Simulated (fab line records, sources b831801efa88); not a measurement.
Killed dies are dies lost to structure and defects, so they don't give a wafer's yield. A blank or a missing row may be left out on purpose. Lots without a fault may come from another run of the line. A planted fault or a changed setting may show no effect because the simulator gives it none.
fab line records | flow sky130
record lots=5 wafers=15 last_day=48
route steps=708 shown LDD_P@257 LDD_HVN@267 LDD_HVP@278 LDD_LDN@289
lots that met no fault: from a run of the same line without faults
start_h: hours from the record's first day to the start of the lot's first wafer shown | wait_h: hours since the lot's step before | " the same as in the row above | L1.1+2: a row that stands for several wafers | - no value, or no start given | * or withheld: withheld | < > ~ a bound
route shown NAME@n: a module of which the file shows steps, and the number in the route of the first | usual: mean/standard deviation of fault-free wafers | same: alike in all rows | chamber/n: place in a boat | sites: the reading at each site | _std_site: their standard deviation | _edge_site: outer sites' mean less inner sites' | radius_mm: how far each site lies from the wafer's centre | mask NAME#n: copy n | behind: the tool/chamber that last shaped the wafer | hold: why the lot was held/for how many hours/how that ended | device: the transistor (n, p or np) that didn't switch | end of line: the same wafers' tests at the end of the route | a step without rows: its recipe alone | killed: dies lost to structure and defects at the first sort, not the wafer's yield | map: a wafer's dies, x killed, . not, _ none there
set.NAME: the setting as run; set.NAME@STEP: as run at that earlier step | model.NAME: the simulator's own value behind a step, which no gauge read
lots at some steps of the route; a table a step, a row a wafer
services: from which hour (start_h, from the record's first day; less than 0 if before it) a tool's chamber was out of use, for how many hours, and why
## steps
# step SKY_LDD_P_COAT_02
# recipe resist=NOVOLAK spin_rpm=3000 resist_thk_nm=1140
# columns lot.wafer tool chamber start_h wait_h
L075.1+2+5 litho_track-03 0 437.30 0.1
L080.1+3+6 litho_track-02 0 485.33 0.1
L085.2+3+5 litho_track-01 0 519.16 0.1
L086.2+3+6 litho_track-01 0 528.46 0.1
L088.1+5+6 litho_track-02 0 546.63 0.1
# step SKY_LDD_P_SOFTBAKE_03
# recipe temp_c=90 time_s=60 resist=NOVOLAK
# columns lot.wafer tool chamber start_h wait_h
L075.1+2+5 litho_track-03 0 437.45 0.1
L080.1+3+6 litho_track-02 0 485.48 0.1
L085.2+3+5 litho_track-01 0 519.31 0.1
L086.2+3+6 litho_track-01 0 528.61 0.1
L088.1+5+6 litho_track-02 0 546.78 0.1
# step SKY_LDD_P_EXPOSE_04
# recipe mask_id=PSDM na=0.6 source_shape=conventional sigma_outer=0.6 polarization=unpolarized target_cd_nm=380 dose_mj=138
# columns lot.wafer tool chamber start_h wait_h mask
L075.1+2+5 iline_stepper-01 0 - - PSDM#0
L080.1+3+6 iline_stepper-01 0 - - PSDM#0
L085.2+3+5 iline_stepper-02 0 - - PSDM#0
L086.2+3+6 iline_stepper-01 0 - - PSDM#0
L088.1+5+6 iline_stepper-02 0 - - PSDM#0
# step SKY_LDD_P_PEB_05
# recipe temp_c=withheld time_s=* resist=NOVOLAK
# columns lot.wafer tool chamber start_h wait_h
L075.1+2+5 litho_track-01 0 - -
L080.1+3+6 litho_track-01 0 - -
L085.2+3+5 litho_track-01 0 - -
L086.2+3+6 litho_track-01 0 - -
L088.1+5+6 litho_track-02 0 - -
# step SKY_LDD_P_DEVELOP_06
# recipe resist=NOVOLAK developer=TMAH develop_time_s=60 dev_temp_c=23
# columns lot.wafer tool chamber start_h wait_h
L075.1+2+5 litho_track-01 0 453.54 0.1
L080.1+3+6 litho_track-01 0 500.99 0.1
L085.2+3+5 litho_track-01 0 533.96 0.1
L086.2+3+6 litho_track-01 0 542.76 0.1
L088.1+5+6 litho_track-02 0 561.58 0.1
# step SKY_LDD_P_CD_MEAS_07
# recipe target_cd_nm=380
# usual cd_nm=380.6/2.4
# columns lot.wafer tool chamber start_h wait_h cd_nm
L075.1 cd_sem-01 - 453.69 0.1 378.7
L075.2 " - " " 379.2
L075.5 " - " " 377.5
L080.1 cd_sem-01 - 501.14 0.1 380.3
L080.3 " - " " 379.9
L080.6 " - " " 381.3
L085.2 cd_sem-02 - 534.11 0.1 381.1
L085.3 " - " " 381.2
L085.5 " - " " 382.8
L086.2 cd_sem-02 - 542.91 0.1 378.7
L086.3 " - " " 380.2
L086.6 " - " " 380.2
L088.1 cd_sem-01 - 561.73 0.1 379.2
L088.5 " - " " 382.6
L088.6 " - " " 381.9
# step SKY_LDD_P_OVL_MEAS_08
# usual LDD_P_OVL=-0.2/1.4
# columns lot.wafer tool chamber start_h wait_h LDD_P_OVL[nm]
L075.1 overlay-01 - 453.81 0.1 -2.7
L075.2 " - " " -0.8
L075.5 " - " " -1.5
L080.1 overlay-01 - 501.26 0.1 -0.9
L080.3 " - " " -0.2
L080.6 " - " " -4.1
L085.2 overlay-02 - 534.21 0.1 -0.9
L085.3 " - " " 0.8
L085.5 " - " " 0.2
L086.2 overlay-01 - 543.01 0.1 1.6
L086.3 " - " " -1.2
L086.6 " - " " 0.2
L088.1 overlay-01 - 561.85 0.1 -1.4
L088.5 " - " " -1.4
L088.6 " - " " -1.5
# step SKY_LDD_P_IMPLANT_09
# recipe species=BF2 energy_kev=25 dose_cm2=1e+13 tilt_deg=withheld
# columns lot.wafer tool chamber start_h wait_h
L075.1+2+5 implanter-01 0 453.84 0.0
L080.1+3+6 implanter-02 0 501.29 0.0
L085.2+3+5 implanter-03 0 534.27 0.0
L086.2+3+6 implanter-03 0 543.07 0.0
L088.1+5+6 implanter-01 0 561.89 0.0
# step SKY_LDD_P_STRIP_10
# recipe chemistry=O2/N2 power_w=1400 pressure_mtorr=1500 platen_temp_c=withheld o2_flow_sccm=3000 n2_flow_sccm=300 overash_fraction=0.5
# usual drypump_motor_current_A=5.94/0.17 o2_flow_sccm=2999/8.3 oes_product_au=0.716/0.0042 strip_time_to_endpoint_s=14.20/0.041
# columns lot.wafer tool chamber start_h wait_h drypump_motor_current_A o2_flow_sccm oes_product_au rf_hours_counter_h strip_time_to_endpoint_s
L075.1 plasma_asher-01 0 453.99 0.1 5.91 2997 0.710 3 14.23
L075.2 " 1 " " 6.21 2992 0.709 3 14.21
L075.5 " 0 " " 5.91 3001 0.717 - 14.23
L080.1 plasma_asher-01 0 501.44 0.1 5.93 3005 0.719 8 14.14
L080.3 " 1 " " 6.21 2983 0.716 - 14.18
L080.6 " 1 " " 6.21 2980 0.721 - 14.17
L085.2 plasma_asher-01 0 534.39 0.1 5.89 2988 0.712 11 14.22
L085.3 " 0 " " 5.89 3004 0.722 - 14.20
L085.5 " 0 " " 5.90 2997 0.711 - 14.21
L086.2 plasma_asher-04 1 543.19 0.1 6.02 3001 0.710 71 14.20
L086.3 " 0 " " 5.76 2990 0.718 - 14.21
L086.6 " 1 " " 6.03 3004 0.715 - 14.20
L088.1 plasma_asher-01 0 562.04 0.1 5.92 3010 0.711 14 14.28
L088.5 " 1 " " 6.24 3002 0.716 - 14.25
L088.6 " 0 " " 5.92 3004 0.716 - 14.28
# step SKY_LDD_P_TW_MEAS_11
# usual LDD_P_TW=634/5.2
# columns lot.wafer tool chamber start_h wait_h LDD_P_TW
L075.1 film_metro-02 - 454.09 0.1 632
L075.2 " - " " 632
L075.5 " - " " 630
L080.1 film_metro-02 - 501.54 0.1 630
L080.3 " - " " 630
L080.6 " - " " 633
L085.2 film_metro-02 - 534.50 0.1 630
L085.3 " - " " 630
L085.5 " - " " 630
L086.2 film_metro-03 - 543.30 0.1 638
L086.3 " - " " 634
L086.6 " - " " 637
L088.1 film_metro-03 - 562.14 0.1 639
L088.5 " - " " 644
L088.6 " - " " 641
# step SKY_LDD_HVN_DEHYDRATE_00
# recipe temp_c=200 time_s=60
# columns lot.wafer tool chamber start_h wait_h
L075.1+2+5 litho_track-02 0 468.93 14.8
L080.1+3+6 litho_track-03 0 516.50 14.9
L085.2+3+5 litho_track-03 0 548.62 14.1
L086.2+3+6 litho_track-02 0 557.96 14.6
L088.1+5+6 litho_track-03 0 576.85 14.7
# step SKY_LDD_HVN_HMDS_01
# recipe prime_time_s=60 prime_temp_c=120
# usual prime_temp_c=120.01/0.15
# same prime_time_s=60
# columns lot.wafer tool chamber start_h wait_h prime_temp_c
L075.1 litho_track-02 0 469.08 0.1 119.89
L075.2 " 0 " " 120.16
L075.5 " 0 " " 119.82
L080.1 litho_track-03 0 516.65 0.1 119.82
L080.3 " 0 " " 120.01
L080.6 " 0 " " 120.02
L085.2 litho_track-03 0 548.77 0.1 120.03
L085.3 " 0 " " 119.80
L085.5 " 0 " " 120.12
L086.2 litho_track-02 0 558.11 0.1 119.84
L086.3 " 0 " " 120.25
L086.6 " 0 " " 120.09
L088.1 litho_track-03 0 577.00 0.1 119.93
L088.5 " 0 " " 120.10
L088.6 " 0 " " 119.94
# step SKY_LDD_HVN_COAT_02
# recipe resist=NOVOLAK spin_rpm=3000 resist_thk_nm=300
# columns lot.wafer tool chamber start_h wait_h
L075.1+2+5 litho_track-02 0 469.23 0.1
L080.1+3+6 litho_track-03 0 516.80 0.1
L085.2+3+5 litho_track-03 0 548.92 0.1
L086.2+3+6 litho_track-02 0 558.26 0.1
L088.1+5+6 litho_track-03 0 577.15 0.1
# step SKY_LDD_HVN_SOFTBAKE_03
# recipe temp_c=90 time_s=60 resist=NOVOLAK
# columns lot.wafer tool chamber start_h wait_h
L075.1+2+5 litho_track-02 0 469.38 0.1
L080.1+3+6 litho_track-03 0 516.95 0.1
L085.2+3+5 litho_track-03 0 549.07 0.1
L086.2+3+6 litho_track-02 0 558.41 0.1
L088.1+5+6 litho_track-03 0 577.30 0.1
# step SKY_LDD_HVN_EXPOSE_04
# recipe mask_id=HVNTM na=0.6 source_shape=conventional sigma_outer=0.6 polarization=unpolarized target_cd_nm=700 dose_mj=127
# columns lot.wafer tool chamber start_h wait_h mask
L075.1+2+5 iline_stepper-02 0 - - HVNTM#0
L080.1+3+6 iline_stepper-01 0 - - HVNTM#0
L085.2+3+5 iline_stepper-02 0 - - HVNTM#0
L086.2+3+6 iline_stepper-01 0 - - HVNTM#0
L088.1+5+6 iline_stepper-01 0 - - HVNTM#0
# step SKY_LDD_HVN_PEB_05
# recipe temp_c=withheld time_s=* resist=NOVOLAK
# columns lot.wafer tool chamber start_h wait_h
L075.1+2+5 litho_track-02 0 - -
L080.1+3+6 litho_track-04 0 - -
L085.2+3+5 litho_track-02 0 - -
L086.2+3+6 litho_track-02 0 - -
L088.1+5+6 litho_track-04 0 - -
# step SKY_LDD_HVN_DEVELOP_06
# recipe resist=NOVOLAK developer=TMAH develop_time_s=60 dev_temp_c=23
# columns lot.wafer tool chamber start_h wait_h
L075.1+2+5 litho_track-02 0 484.58 0.1
L080.1+3+6 litho_track-04 0 531.96 0.1
L085.2+3+5 litho_track-02 0 563.76 0.1
L086.2+3+6 litho_track-02 0 572.56 0.1
L088.1+5+6 litho_track-04 0 592.16 0.1
# step SKY_LDD_HVN_OVL_MEAS_07
# usual LDD_HVN_OVL=0.6/1.5
# columns lot.wafer tool chamber start_h wait_h LDD_HVN_OVL[nm]
L075.1 overlay-01 - 484.73 0.1 -0.3
L075.2 " - " " 1.4
L075.5 " - " " -1.0
L080.1 overlay-01 - 532.11 0.1 -1.3
L080.3 " - " " 0.2
L080.6 " - " " 0.9
L085.2 overlay-01 - 563.89 0.1 -1.8
L085.3 " - " " 0.1
L085.5 " - " " 1.5
L086.2 overlay-02 - 572.69 0.1 1.0
L086.3 " - " " 0.9
L086.6 " - " " 0.2
L088.1 overlay-01 - 592.31 0.1 1.2
L088.5 " - " " 0.0
L088.6 " - " " -0.1
# step SKY_LDD_HVN_IMPLANT_08
# recipe species=P energy_kev=60 dose_cm2=3e+13 tilt_deg=40
# columns lot.wafer tool chamber start_h wait_h
L075.1+2+5 implanter-04 0 484.77 0.0
L080.1+3+6 implanter-01 0 532.14 0.0
L085.2+3+5 implanter-04 0 563.94 0.0
L086.2+3+6 implanter-01 0 572.74 0.0
L088.1+5+6 implanter-01 0 592.34 0.0
# step SKY_LDD_HVN_STRIP_09
# recipe chemistry=O2/N2 power_w=1400 pressure_mtorr=1500 platen_temp_c=withheld o2_flow_sccm=3000 n2_flow_sccm=300 overash_fraction=0.5
# usual drypump_motor_current_A=5.78/0.29 o2_flow_sccm=2999/9.6 oes_product_au=0.409/0.0045 strip_time_to_endpoint_s=4.143/0.014
# columns lot.wafer tool chamber start_h wait_h drypump_motor_current_A o2_flow_sccm oes_product_au rf_hours_counter_h strip_time_to_endpoint_s
L075.1 plasma_asher-03 0 484.92 0.1 6.08 3004 0.408 84 4.157
L075.2 " 1 " " 5.33 2986 0.405 84 4.142
L075.5 " 0 " " 6.08 3010 0.406 - 4.126
L080.1 plasma_asher-03 1 532.29 0.1 5.31 3013 0.413 89 4.147
L080.3 " 1 " " 5.32 3000 0.411 - 4.151
L080.6 " 1 " " 5.32 2990 0.410 - 4.126
L085.2 plasma_asher-03 0 564.07 0.1 6.06 3000 0.413 92 4.166
L085.3 " 0 " " 6.05 2989 0.406 - 4.162
L085.5 " 1 " " 5.34 2983 0.413 - 4.170
L086.2 plasma_asher-02 1 572.87 0.1 5.75 2999 0.406 42 4.146
L086.3 " 1 " " 5.74 3003 0.400 - 4.154
L086.6 " 1 " " 5.75 3004 0.408 - 4.147
L088.1 plasma_asher-04 0 592.49 0.1 5.76 3010 0.410 76 4.169
L088.5 " 1 " " 6.06 3009 0.413 - 4.152
L088.6 " 0 " " 5.75 3012 0.408 - 4.166
# step SKY_LDD_HVN_TW_MEAS_10
# usual LDD_HVN_TW=1444/7.2
# columns lot.wafer tool chamber start_h wait_h LDD_HVN_TW
L075.1 film_metro-01 - 485.02 0.1 1444
L075.2 " - " " 1450
L075.5 " - " " 1443
L080.1 film_metro-03 - 532.39 0.1 1440
L080.3 " - " " 1429
L080.6 " - " " 1443
L085.2 film_metro-03 - 564.18 0.1 1445
L085.3 " - " " 1452
L085.5 " - " " 1458
L086.2 film_metro-01 - 572.98 0.1 1448
L086.3 " - " " 1445
L086.6 " - " " 1444
L088.1 film_metro-03 - 592.59 0.1 1461
L088.5 " - " " 1454
L088.6 " - " " 1458
# step SKY_LDD_HVP_DEHYDRATE_00
# recipe temp_c=200 time_s=60
# columns lot.wafer tool chamber start_h wait_h
L075.1+2+5 litho_track-01 0 500.24 15.2
L080.1+3+6 litho_track-04 0 547.46 15.1
L085.2+3+5 litho_track-02 0 578.91 14.7
L086.2+3+6 litho_track-04 0 588.48 15.5
L088.1+5+6 litho_track-01 0 606.24 13.6
# step SKY_LDD_HVP_HMDS_01
# recipe prime_time_s=60 prime_temp_c=120
# usual prime_temp_c=120.01/0.15
# same prime_time_s=60
# columns lot.wafer tool chamber start_h wait_h prime_temp_c
L075.1 litho_track-01 0 500.39 0.1 119.96
L075.2 " 0 " " 119.83
L075.5 " 0 " " 120.07
L080.1 litho_track-04 0 547.61 0.1 120.21
L080.3 " 0 " " 120.04
L080.6 " 0 " " 120.18
L085.2 litho_track-02 0 579.06 0.1 120.26
L085.3 " 0 " " 120.28
L085.5 " 0 " " 120.28
L086.2 litho_track-04 0 588.63 0.1 120.19
L086.3 " 0 " " 120.15
L086.6 " 0 " " 120.32
L088.1 litho_track-01 0 606.39 0.1 119.65
L088.5 " 0 " " 119.69
L088.6 " 0 " " 119.78
# step SKY_LDD_HVP_COAT_02
# recipe resist=NOVOLAK spin_rpm=3000 resist_thk_nm=300
# columns lot.wafer tool chamber start_h wait_h
L075.1+2+5 litho_track-01 0 500.54 0.1
L080.1+3+6 litho_track-04 0 547.76 0.1
L085.2+3+5 litho_track-02 0 579.21 0.1
L086.2+3+6 litho_track-04 0 588.78 0.1
L088.1+5+6 litho_track-01 0 606.54 0.1
# step SKY_LDD_HVP_SOFTBAKE_03
# recipe temp_c=90 time_s=60 resist=NOVOLAK
# columns lot.wafer tool chamber start_h wait_h
L075.1+2+5 litho_track-01 0 500.69 0.1
L080.1+3+6 litho_track-04 0 547.91 0.1
L085.2+3+5 litho_track-02 0 579.36 0.1
L086.2+3+6 litho_track-04 0 588.93 0.1
L088.1+5+6 litho_track-01 0 606.69 0.1
# step SKY_LDD_HVP_EXPOSE_04
# recipe mask_id=HVPTM na=0.6 source_shape=conventional sigma_outer=0.6 polarization=unpolarized target_cd_nm=700 dose_mj=86
# columns lot.wafer tool chamber start_h wait_h mask
L075.1+2+5 iline_stepper-01 0 - - HVPTM#0
L080.1+3+6 iline_stepper-02 0 - - HVPTM#0
L085.2+3+5 iline_stepper-01 0 - - HVPTM#0
L086.2+3+6 iline_stepper-01 0 - - HVPTM#0
L088.1+5+6 iline_stepper-01 0 - - HVPTM#0
# step SKY_LDD_HVP_PEB_05
# recipe temp_c=withheld time_s=* resist=NOVOLAK
# columns lot.wafer tool chamber start_h wait_h
L075.1+2+5 litho_track-02 0 - -
L080.1+3+6 litho_track-02 0 - -
L085.2+3+5 litho_track-04 0 - -
L086.2+3+6 litho_track-02 0 - -
L088.1+5+6 litho_track-02 0 - -
# step SKY_LDD_HVP_DEVELOP_06
# recipe resist=NOVOLAK developer=TMAH develop_time_s=60 dev_temp_c=23
# columns lot.wafer tool chamber start_h wait_h
L075.1+2+5 litho_track-02 0 515.78 0.1
L080.1+3+6 litho_track-02 0 562.53 0.1
L085.2+3+5 litho_track-04 0 594.03 0.1
L086.2+3+6 litho_track-02 0 602.71 0.1
L088.1+5+6 litho_track-02 0 621.28 0.1
# step SKY_LDD_HVP_OVL_MEAS_07
# usual LDD_HVP_OVL=0.9/1.4
# columns lot.wafer tool chamber start_h wait_h LDD_HVP_OVL[nm]
L075.1 overlay-01 - 515.93 0.1 1.0
L075.2 " - " " 1.5
L075.5 " - " " -0.4
L080.1 overlay-01 - 562.68 0.1 -1.9
L080.3 " - " " -1.7
L080.6 " - " " -1.0
L085.2 overlay-02 - 594.16 0.1 0.9
L085.3 " - " " 0.7
L085.5 " - " " 1.5
L086.2 overlay-02 - 602.84 0.1 0.0
L086.3 " - " " 1.5
L086.6 " - " " 1.7
L088.1 overlay-01 - 621.43 0.1 0.8
L088.5 " - " " 1.2
L088.6 " - " " 1.5
# step SKY_LDD_HVP_IMPLANT_08
# recipe species=B energy_kev=20 dose_cm2=1.7e+13 tilt_deg=17.9
# columns lot.wafer tool chamber start_h wait_h
L075.1+2+5 implanter-04 0 515.97 0.0
L080.1+3+6 implanter-03 0 562.72 0.0
L085.2+3+5 implanter-03 0 594.22 0.0
L086.2+3+6 implanter-04 0 602.89 0.0
L088.1+5+6 implanter-02 0 621.47 0.0
# step SKY_LDD_HVP_STRIP_09
# recipe chemistry=O2/N2 power_w=1400 pressure_mtorr=1500 platen_temp_c=withheld o2_flow_sccm=3000 n2_flow_sccm=300 overash_fraction=0.5
# usual drypump_motor_current_A=5.85/0.25 o2_flow_sccm=3001/8.6 oes_product_au=0.409/0.0046 strip_time_to_endpoint_s=4.138/0.015
# columns lot.wafer tool chamber start_h wait_h drypump_motor_current_A o2_flow_sccm oes_product_au rf_hours_counter_h strip_time_to_endpoint_s
L075.1 plasma_asher-01 0 516.12 0.1 5.88 2996 0.407 9 4.114
L075.2 " 1 " " 6.21 3009 0.405 9 4.137
L075.5 " 0 " " 5.92 3028 0.408 - 4.130
L080.1 plasma_asher-03 1 562.87 0.1 5.29 3005 0.413 92 4.122
L080.3 " 0 " " 6.09 2995 0.413 - 4.141
L080.6 " 0 " " 6.11 3007 0.406 - 4.119
L085.2 plasma_asher-01 0 594.34 0.1 5.92 2999 0.405 15 4.144
L085.3 " 0 " " 5.92 3005 0.414 - 4.171
L085.5 " 1 " " 6.23 2990 0.405 - 4.145
L086.2 plasma_asher-01 0 603.02 0.1 5.92 2976 0.413 16 4.130
L086.3 " 1 " " 6.22 3001 0.414 - 4.128
L086.6 " 1 " " 6.20 2994 0.413 - 4.122
L088.1 plasma_asher-02 1 621.62 0.1 5.75 3004 0.402 48 4.123
L088.5 " 0 " " 5.87 3002 0.417 - 4.121
L088.6 " 1 " " 5.73 2995 0.414 - 4.124
# step SKY_LDD_HVP_TW_MEAS_10
# usual LDD_HVP_TW=455/3.5
# columns lot.wafer tool chamber start_h wait_h LDD_HVP_TW
L075.1 film_metro-01 - 516.22 0.1 455
L075.2 " - " " 455
L075.5 " - " " 455
L080.1 film_metro-02 - 562.97 0.1 452
L080.3 " - " " 452
L080.6 " - " " 451
L085.2 film_metro-01 - 594.45 0.1 457
L085.3 " - " " 457
L085.5 " - " " 458
L086.2 film_metro-02 - 603.13 0.1 450
L086.3 " - " " 451
L086.6 " - " " 450
L088.1 film_metro-01 - 621.72 0.1 458
L088.5 " - " " 458
L088.6 " - " " 458
# step SKY_LDD_LDN_DEHYDRATE_00
# recipe temp_c=200 time_s=60
# columns lot.wafer tool chamber start_h wait_h
L075.1+2+5 litho_track-03 0 530.85 14.6
L080.1+3+6 litho_track-01 0 577.94 15.0
L085.2+3+5 litho_track-01 0 608.41 13.9
L086.2+3+6 litho_track-04 0 617.83 14.7
L088.1+5+6 litho_track-01 0 635.49 13.8
# step SKY_LDD_LDN_HMDS_01
# recipe prime_time_s=60 prime_temp_c=120
# usual prime_temp_c=120.01/0.13
# same prime_time_s=60
# columns lot.wafer tool chamber start_h wait_h prime_temp_c
L075.1 litho_track-03 0 531.00 0.1 120.06
L075.2 " 0 " " 120.02
L075.5 " 0 " " 120.05
L080.1 litho_track-01 0 578.09 0.1 120.31
L080.3 " 0 " " 120.10
L080.6 " 0 " " 120.32
L085.2 litho_track-01 0 608.56 0.1 120.15
L085.3 " 0 " " 120.11
L085.5 " 0 " " 120.11
L086.2 litho_track-04 0 617.98 0.1 120.10
L086.3 " 0 " " 119.99
L086.6 " 0 " " 120.13
L088.1 litho_track-01 0 635.64 0.1 119.98
L088.5 " 0 " " 119.98
L088.6 " 0 " " 119.78
# step SKY_LDD_LDN_COAT_02
# recipe resist=NOVOLAK spin_rpm=3000 resist_thk_nm=1140
# columns lot.wafer tool chamber start_h wait_h
L075.1+2+5 litho_track-03 0 531.15 0.1
L080.1+3+6 litho_track-01 0 578.24 0.1
L085.2+3+5 litho_track-01 0 608.71 0.1
L086.2+3+6 litho_track-04 0 618.13 0.1
L088.1+5+6 litho_track-01 0 635.79 0.1
# step SKY_LDD_LDN_SOFTBAKE_03
# recipe temp_c=90 time_s=60 resist=NOVOLAK
# columns lot.wafer tool chamber start_h wait_h
L075.1+2+5 litho_track-03 0 531.30 0.1
L080.1+3+6 litho_track-01 0 578.39 0.1
L085.2+3+5 litho_track-01 0 608.86 0.1
L086.2+3+6 litho_track-04 0 618.28 0.1
L088.1+5+6 litho_track-01 0 635.94 0.1
# step SKY_LDD_LDN_EXPOSE_04
# recipe mask_id=LDNTM na=0.6 source_shape=conventional sigma_outer=0.6 polarization=unpolarized target_cd_nm=700 dose_mj=140
# columns lot.wafer tool chamber start_h wait_h mask
L075.1+2+5 iline_stepper-01 0 - - LDNTM#0
L080.1+3+6 iline_stepper-02 0 - - LDNTM#0
L085.2+3+5 iline_stepper-02 0 - - LDNTM#0
L086.2+3+6 iline_stepper-02 0 - - LDNTM#0
L088.1+5+6 iline_stepper-02 0 - - LDNTM#0
# step SKY_LDD_LDN_PEB_05
# recipe temp_c=withheld time_s=* resist=NOVOLAK
# columns lot.wafer tool chamber start_h wait_h
L075.1+2+5 litho_track-03 0 - -
L080.1+3+6 litho_track-04 0 - -
L085.2+3+5 litho_track-01 0 - -
L086.2+3+6 litho_track-04 0 - -
L088.1+5+6 litho_track-04 0 - -
# step SKY_LDD_LDN_DEVELOP_06
# recipe resist=NOVOLAK developer=TMAH develop_time_s=60 dev_temp_c=23
# columns lot.wafer tool chamber start_h wait_h
L075.1+2+5 litho_track-03 0 546.55 0.1
L080.1+3+6 litho_track-04 0 593.11 0.1
L085.2+3+5 litho_track-01 0 623.56 0.1
L086.2+3+6 litho_track-04 0 632.23 0.1
L088.1+5+6 litho_track-04 0 650.71 0.1
# step SKY_LDD_LDN_OVL_MEAS_07
# usual LDD_LDN_OVL=-0.5/1.4
# columns lot.wafer tool chamber start_h wait_h LDD_LDN_OVL[nm]
L075.1 overlay-02 - 546.70 0.1 0.1
L075.2 " - " " -2.3
L075.5 " - " " -0.6
L080.1 overlay-02 - 593.26 0.1 0.9
L080.3 " - " " 1.7
L080.6 " - " " 0.7
L085.2 overlay-02 - 623.69 0.1 2.1
L085.3 " - " " -0.9
L085.5 " - " " -0.1
L086.2 overlay-02 - 632.36 0.1 0.9
L086.3 " - " " 2.6
L086.6 " - " " 1.4
L088.1 overlay-01 - 650.86 0.1 -1.5
L088.5 " - " " -0.7
L088.6 " - " " -0.4
# step SKY_LDD_LDN_IMPLANT_08
# recipe species=As energy_kev=15 dose_cm2=1.25e+13 tilt_deg=withheld rotation_deg=23
# columns lot.wafer tool chamber start_h wait_h
L075.1+2+5 implanter-01 0 546.73 0.0
L080.1+3+6 implanter-01 0 593.29 0.0
L085.2+3+5 implanter-02 0 623.75 0.0
L086.2+3+6 implanter-01 0 632.42 0.0
L088.1+5+6 implanter-01 0 650.89 0.0
# step SKY_LDD_LDN_IMPLANT_09
# recipe species=As energy_kev=15 dose_cm2=1.25e+13 tilt_deg=withheld rotation_deg=113
# columns lot.wafer tool chamber start_h wait_h
L075.1+2+5 implanter-01 0 546.88 0.1
L080.1+3+6 implanter-01 0 593.44 0.1
L085.2+3+5 implanter-02 0 623.90 0.1
L086.2+3+6 implanter-01 0 632.57 0.1
L088.1+5+6 implanter-01 0 651.04 0.1
# step SKY_LDD_LDN_IMPLANT_10
# recipe species=As energy_kev=15 dose_cm2=1.25e+13 tilt_deg=withheld rotation_deg=203
# columns lot.wafer tool chamber start_h wait_h
L075.1+2+5 implanter-01 0 547.03 0.1
L080.1+3+6 implanter-01 0 593.59 0.1
L085.2+3+5 implanter-02 0 624.05 0.1
L086.2+3+6 implanter-01 0 632.72 0.1
L088.1+5+6 implanter-01 0 651.19 0.1
# step SKY_LDD_LDN_IMPLANT_11
# recipe species=As energy_kev=15 dose_cm2=1.25e+13 tilt_deg=withheld rotation_deg=293
# columns lot.wafer tool chamber start_h wait_h
L075.1+2+5 implanter-01 0 547.18 0.1
L080.1+3+6 implanter-01 0 593.74 0.1
L085.2+3+5 implanter-02 0 624.20 0.1
L086.2+3+6 implanter-01 0 632.87 0.1
L088.1+5+6 implanter-01 0 651.34 0.1
# step SKY_LDD_LDN_STRIP_12
# recipe chemistry=O2/N2 power_w=1400 pressure_mtorr=1500 platen_temp_c=withheld o2_flow_sccm=3000 n2_flow_sccm=300 overash_fraction=0.5
# usual drypump_motor_current_A=5.94/0.25 o2_flow_sccm=2999/7.7 oes_product_au=0.715/0.0046 strip_time_to_endpoint_s=14.208/0.029
# columns lot.wafer tool chamber start_h wait_h drypump_motor_current_A o2_flow_sccm oes_product_au rf_hours_counter_h strip_time_to_endpoint_s
L075.1 plasma_asher-01 0 547.33 0.1 5.87 2994 0.716 12 14.205
L075.2 " 1 " " 6.21 2989 0.716 12 14.241
L075.5 " 0 " " 5.88 3000 0.713 - 14.207
L080.1 plasma_asher-03 1 593.89 0.1 5.30 3003 0.718 96 14.184
L080.3 " 0 " " 6.05 2992 0.721 - 14.218
L080.6 " 1 " " 5.31 3014 0.714 - 14.216
L085.2 plasma_asher-01 1 624.32 0.1 6.22 2983 0.716 18 14.233
L085.3 " 0 " " 5.93 3005 0.713 - 14.202
L085.5 " 1 " " 6.24 2999 0.723 - 14.184
L086.2 plasma_asher-04 1 632.99 0.1 6.06 3005 0.714 80 14.201
L086.3 " 0 " " 5.75 2991 0.721 - 14.201
L086.6 " 0 " " 5.74 2996 0.708 - 14.204
L088.1 plasma_asher-04 1 651.49 0.1 6.09 3010 0.709 82 14.201
L088.5 " 1 " " 6.10 2993 0.713 - 14.225
L088.6 " 0 " " 5.72 3006 0.718 - 14.210
# step SKY_LDD_LDN_TW_MEAS_13
# usual LDD_LDN_TW=1474/12
# columns lot.wafer tool chamber start_h wait_h LDD_LDN_TW
L075.1 film_metro-02 - 547.43 0.1 1463
L075.2 " - " " 1470
L075.5 " - " " 1455
L080.1 film_metro-04 - 593.99 0.1 1472
L080.3 " - " " 1466
L080.6 " - " " 1475
L085.2 film_metro-01 - 624.43 0.1 1503
L085.3 " - " " 1502
L085.5 " - " " 1504
L086.2 film_metro-02 - 633.10 0.1 1470
L086.3 " - " " 1468
L086.6 " - " " 1466
L088.1 film_metro-02 - 651.59 0.1 1474
L088.5 " - " " 1470
L088.6 " - " " 1466
# step SKY_LDD_LDN_CLEAN_14
# recipe chemistry=SC1/SC2 mix=1:4:20 temp_c=70 time_s=150 dry=n2_spin
# columns lot.wafer tool chamber start_h wait_h
L075.1+2+5 wet_bench-04 3 547.49 0.1
L080.1+3+6 wet_bench-02 2 594.05 0.1
L085.2+3+5 wet_bench-02 0 624.48 0.0
L086.2+3+6 wet_bench-04 2 633.15 0.0
L088.1+5+6 wet_bench-02 0 651.65 0.1
## services
# columns tool chamber start_h hours kind
implanter-02 - 414.51 4.6 repair
implanter-04 - 414.75 2.6 repair
plasma_asher-01 - 421.25 9.0 pm
plasma_asher-04 - 428.75 13.7 repair
iline_stepper-02 - 431.73 8.0 repair
implanter-03 - 438.54 6.0 repair
plasma_asher-04 - 459.55 1.5 repair
implanter-03 - 468.41 25.0 pm
implanter-02 - 473.71 5.4 pm
implanter-04 - 487.09 1.1 repair
implanter-01 - 487.31 2.1 repair
iline_stepper-01 - 489.55 1.7 pm
implanter-01 - 492.28 2.8 repair
iline_stepper-02 - 499.26 1.0 repair
plasma_asher-01 - 518.98 3.6 repair
iline_stepper-02 - 524.59 1.7 pm
implanter-04 - 538.81 4.9 pm
plasma_asher-04 - 573.28 4.3 repair
plasma_asher-01 - 575.69 16.5 repair
implanter-01 - 581.32 1.9 repair
iline_stepper-02 - 591.91 16.7 repair
iline_stepper-01 - 629.47 0.5 repair
implanter-01 - 638.28 4.1 pm
implanter-02 - 647.72 2.7 repair
## key
fault none
